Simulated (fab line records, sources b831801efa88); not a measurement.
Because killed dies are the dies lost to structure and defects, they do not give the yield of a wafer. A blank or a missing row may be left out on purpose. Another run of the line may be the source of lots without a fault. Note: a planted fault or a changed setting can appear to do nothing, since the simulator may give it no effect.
Which tool did it?	flow gf180mcu	11 lots, 33 wafers sampled, at 1 step of a route of 602

== WHAT EACH GAUGE READ, for each wafer ==
GF_V4_RS_MEAS_24: measurement is done with a four-point probe. Usual: V4_W_RS gives 0.329 ohm/sq (standard deviation 0.0051).
lot	measured	on	V4_W_RS (ohm/sq)	flag
L328	day 24 19:24	filmMetro-01	0.325 0.326 0.318	
L329	day 25 04:56	filmMetro-04	0.324 0.330 0.328	
L330	day 25 08:25	filmMetro-01	0.325 0.325 0.330	
L336	day 27 06:57	filmMetro-04	0.331 0.331 0.334	
L340	day 29 00:44	filmMetro-02	0.322 0.326 0.327	
L343	day 29 13:43	filmMetro-04	0.324 0.329 0.326	
L344	day 29 22:01	filmMetro-02	0.333 0.333 0.336	
L345	day 30 05:34	filmMetro-04	0.340 0.339 0.342	
L347	day 30 15:54	filmMetro-02	0.321 0.326 0.323	
L348	day 31 00:13	filmMetro-04	0.322 0.325 0.326	
L349	day 31 06:01	filmMetro-01	0.336 0.335 0.336	

== EACH LOT AND THE TOOL THAT RAN IT (in order: tool; ch and the chambers of the sampled wafers; start) ==
The record holds no process step before these readings.

== WHAT THE TOOLS THEMSELVES READ (means of the sampled wafers that have a number; where no wafer has one, the mark that the record gives instead) ==
The record holds no such reading with a usual standard deviation.

== THE ANSWER, worked out from the rows above alone ==
Rule: take the mean of a lot's wafers that have a number; if it is more than 3 standard deviations from the usual mean, the lot is off. A lot without any number at a reading at which 4 lots or more have one is off too. Any other lot the step has rows for is counted as sound. First the gauges in route order, then the tools' own readings, where a lot's mean is used as printed above. The first step at which some lot is off is used, and at that step the reading that is off furthest; a lot without a number counts as furthest.
None of the lots is off at any reading shown; this tells nothing.

== WHAT HAD BEEN PUT IN BY THE SIMULATOR ==
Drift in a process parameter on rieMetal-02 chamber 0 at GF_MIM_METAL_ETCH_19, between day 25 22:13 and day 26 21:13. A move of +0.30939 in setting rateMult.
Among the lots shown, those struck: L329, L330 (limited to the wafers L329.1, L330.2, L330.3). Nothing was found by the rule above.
